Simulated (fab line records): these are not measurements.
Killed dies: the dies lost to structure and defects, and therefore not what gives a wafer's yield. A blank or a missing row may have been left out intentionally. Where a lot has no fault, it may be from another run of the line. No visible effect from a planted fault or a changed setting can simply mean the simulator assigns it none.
What tool caused it? :: flow gf180mcu :: Sampling: 13 lots, 39 wafers, 4 of 602 route steps

WHAT EACH GAUGE READ, for each wafer
GF_M1_OVL_MEAS_15. Usual: M1_OVL 0 nm, standard deviation 4.8.
lot: L764
measured: day 17 02:59
on: overlay-02
M1_OVL (nm): -2 7 -2
flag: 

lot: L765
measured: day 17 16:20
on: overlay-02
M1_OVL (nm): -13 -3 -10
flag: 

lot: L766
measured: day 18 06:16
on: overlay-02
M1_OVL (nm): -7 -1 -3
flag: 

lot: L767
measured: day 18 08:50
on: overlay-02
M1_OVL (nm): 5 1 6
flag: 

lot: L769
measured: day 19 00:09
on: overlay-01
M1_OVL (nm): -1 -1 -1
flag: 

lot: L772
measured: day 20 03:45
on: overlay-01
M1_OVL (nm): 1 0 -3
flag: 

lot: L775
measured: day 21 11:01
on: overlay-02
M1_OVL (nm): 8 8 1
flag: 

lot: L780
measured: day 23 01:59
on: overlay-02
M1_OVL (nm): -6 -4 -5
flag: 

lot: L782
measured: day 23 14:19
on: overlay-02
M1_OVL (nm): 0 -3 -3
flag: 

lot: L784
measured: day 24 09:05
on: overlay-02
M1_OVL (nm): 5 0 2
flag: 

lot: L785
measured: day 24 17:32
on: overlay-02
M1_OVL (nm): 0 2 5
flag: 

lot: L786
measured: day 25 01:06
on: overlay-01
M1_OVL (nm): 3 -3 3
flag: 

lot: L787
measured: day 25 01:16
on: overlay-02
M1_OVL (nm): -2 0 -3
flag: 

GF_V1_THK_MEAS_01. Usual: V1_CVD_00_THK 602 nm, standard deviation 5.8.
lot: L764
measured: day 17 03:45
on: filmMetro-04
V1_CVD_00_THK (nm): 603 602 615
flag: 

lot: L765
measured: day 17 17:09
on: filmMetro-01
V1_CVD_00_THK (nm): 594 595 593
flag: 

lot: L766
measured: day 18 07:07
on: filmMetro-01
V1_CVD_00_THK (nm): 600 606 594
flag: 

lot: L767
measured: day 18 09:38
on: filmMetro-01
V1_CVD_00_THK (nm): 607 605 602
flag: 

lot: L769
measured: day 19 00:59
on: filmMetro-01
V1_CVD_00_THK (nm): 598 594 598
flag: 

lot: L772
measured: day 20 04:33
on: filmMetro-02
V1_CVD_00_THK (nm): 301 305 295
flag: OFF

lot: L775
measured: day 21 11:46
on: filmMetro-04
V1_CVD_00_THK (nm): 302 307 300
flag: OFF

lot: L780
measured: day 23 02:44
on: filmMetro-04
V1_CVD_00_THK (nm): 604 607 605
flag: 

lot: L782
measured: day 23 15:05
on: filmMetro-01
V1_CVD_00_THK (nm): 590 593 603
flag: 

lot: L784
measured: day 24 09:50
on: filmMetro-02
V1_CVD_00_THK (nm): 605 596 590
flag: 

lot: L785
measured: day 24 18:18
on: filmMetro-02
V1_CVD_00_THK (nm): 604 605 604
flag: 

lot: L786
measured: day 25 01:58
on: filmMetro-02
V1_CVD_00_THK (nm): 603 609 607
flag: 

lot: L787
measured: day 25 02:01
on: filmMetro-01
V1_CVD_00_THK (nm): 605 593 607
flag: 

GF_V1_THK_MEAS_03. Usual: V1_CVD_02_THK 853 nm, standard deviation 11.
lot: L764
measured: day 17 03:55
on: filmMetro-01
V1_CVD_02_THK (nm): 852 851 847
flag: 

lot: L765
measured: day 17 17:17
on: filmMetro-04
V1_CVD_02_THK (nm): 844 864 849
flag: 

lot: L766
measured: day 18 07:15
on: filmMetro-04
V1_CVD_02_THK (nm): 846 870 862
flag: 

lot: L767
measured: day 18 09:46
on: filmMetro-04
V1_CVD_02_THK (nm): 845 851 862
flag: 

lot: L769
measured: day 19 01:09
on: filmMetro-04
V1_CVD_02_THK (nm): 856 879 868
flag: 

lot: L772
measured: day 20 04:41
on: filmMetro-04
V1_CVD_02_THK (nm): 847 858 867
flag: 

lot: L775
measured: day 21 11:53
on: filmMetro-01
V1_CVD_02_THK (nm): 842 838 859
flag: 

lot: L780
measured: day 23 02:52
on: filmMetro-01
V1_CVD_02_THK (nm): 853 869 868
flag: 

lot: L782
measured: day 23 15:13
on: filmMetro-01
V1_CVD_02_THK (nm): 842 871 865
flag: 

lot: L784
measured: day 24 09:58
on: filmMetro-01
V1_CVD_02_THK (nm): 838 850 860
flag: 

lot: L785
measured: day 24 18:26
on: filmMetro-02
V1_CVD_02_THK (nm): 853 858 856
flag: 

lot: L786
measured: day 25 02:06
on: filmMetro-02
V1_CVD_02_THK (nm): 843 864 872
flag: 

lot: L787
measured: day 25 02:09
on: filmMetro-01
V1_CVD_02_THK (nm): 844 856 861
flag: 

EACH LOT AND THE TOOL THAT RAN IT (in order: tool; ch and the chambers of the sampled wafers; start)
lot: L764
GF_V1_CVD_00: hdpcvd-02 ch 0,1,2, day 17 03:41

lot: L765
GF_V1_CVD_00: hdpcvd-01 ch 0,1, day 17 17:05

lot: L766
GF_V1_CVD_00: hdpcvd-01 ch 0,1, day 18 07:02

lot: L767
GF_V1_CVD_00: hdpcvd-02 ch 1,2, day 18 09:34

lot: L769
GF_V1_CVD_00: hdpcvd-01 ch 1,2, day 19 00:54

lot: L772
GF_V1_CVD_00: hdpcvd-01 ch 1,2, day 20 04:28

lot: L775
GF_V1_CVD_00: hdpcvd-01 ch 0,2, day 21 11:41

lot: L780
GF_V1_CVD_00: hdpcvd-02 ch 0,1, day 23 02:40

lot: L782
GF_V1_CVD_00: hdpcvd-02 ch 0,2, day 23 15:01

lot: L784
GF_V1_CVD_00: hdpcvd-02 ch 0,1, day 24 09:46

lot: L785
GF_V1_CVD_00: hdpcvd-01 ch 0,2, day 24 18:13

lot: L786
GF_V1_CVD_00: hdpcvd-01 ch 0,1,2, day 25 01:53

lot: L787
GF_V1_CVD_00: hdpcvd-01 ch 0,2, day 25 01:57
- GF_V1_CVD_00: deposits SiO2, target thk 600 nm, time 100 s.

WHAT THE TOOLS THEMSELVES READ (means of the sampled wafers that have a number; where no wafer has one, the mark that the record gives instead)
GF_V1_CVD_00. Usual: 59.99 sccm for sih4FlowSccm, sd 0.19.
lot: L764
tool: hdpcvd-02
sih4FlowSccm (sccm): 59.92
flag: 

lot: L765
tool: hdpcvd-01
sih4FlowSccm (sccm): 59.90
flag: 

lot: L766
tool: hdpcvd-01
sih4FlowSccm (sccm): 59.97
flag: 

lot: L767
tool: hdpcvd-02
sih4FlowSccm (sccm): 59.97
flag: 

lot: L769
tool: hdpcvd-01
sih4FlowSccm (sccm): 59.95
flag: 

lot: L772
tool: hdpcvd-01
sih4FlowSccm (sccm): 29.91
flag: OFF

lot: L775
tool: hdpcvd-01
sih4FlowSccm (sccm): 29.96
flag: OFF

lot: L780
tool: hdpcvd-02
sih4FlowSccm (sccm): 59.73
flag: 

lot: L782
tool: hdpcvd-02
sih4FlowSccm (sccm): 60.22
flag: 

lot: L784
tool: hdpcvd-02
sih4FlowSccm (sccm): 59.97
flag: 

lot: L785
tool: hdpcvd-01
sih4FlowSccm (sccm): 60.12
flag: 

lot: L786
tool: hdpcvd-01
sih4FlowSccm (sccm): 59.78
flag: 

lot: L787
tool: hdpcvd-01
sih4FlowSccm (sccm): 59.94
flag: 

THE ANSWER, worked out from the rows above alone
Rule: take the mean of a lot's wafers that have a number; if it is more than 3 standard deviations from the usual mean, the lot is off. Also off: a lot with no number at a reading for which 4 or more lots have one. All remaining lots with rows at the step are treated as sound. After the gauges, taken in route order, come the tools' own readings; for these a lot's mean is taken, as printed above. The first step at which some lot is off is used, and at that step the reading that is off furthest; a lot without a number counts as furthest.
Off: L772, L775, seen at GF_V1_THK_MEAS_01 (V1_CVD_00_THK).
If a tool, at a process step before that reading, ran all the lots that are off and no sound lot after the first of them, it fits. Not tried: the gauges at GF_V1_THK_MEAS_01; whatever is off there is also off at GF_V1_CVD_00, on other tools, and gauge error can't account for it. Not one of the candidates tried fits.

WHAT THE SIMULATOR HAD PUT IN
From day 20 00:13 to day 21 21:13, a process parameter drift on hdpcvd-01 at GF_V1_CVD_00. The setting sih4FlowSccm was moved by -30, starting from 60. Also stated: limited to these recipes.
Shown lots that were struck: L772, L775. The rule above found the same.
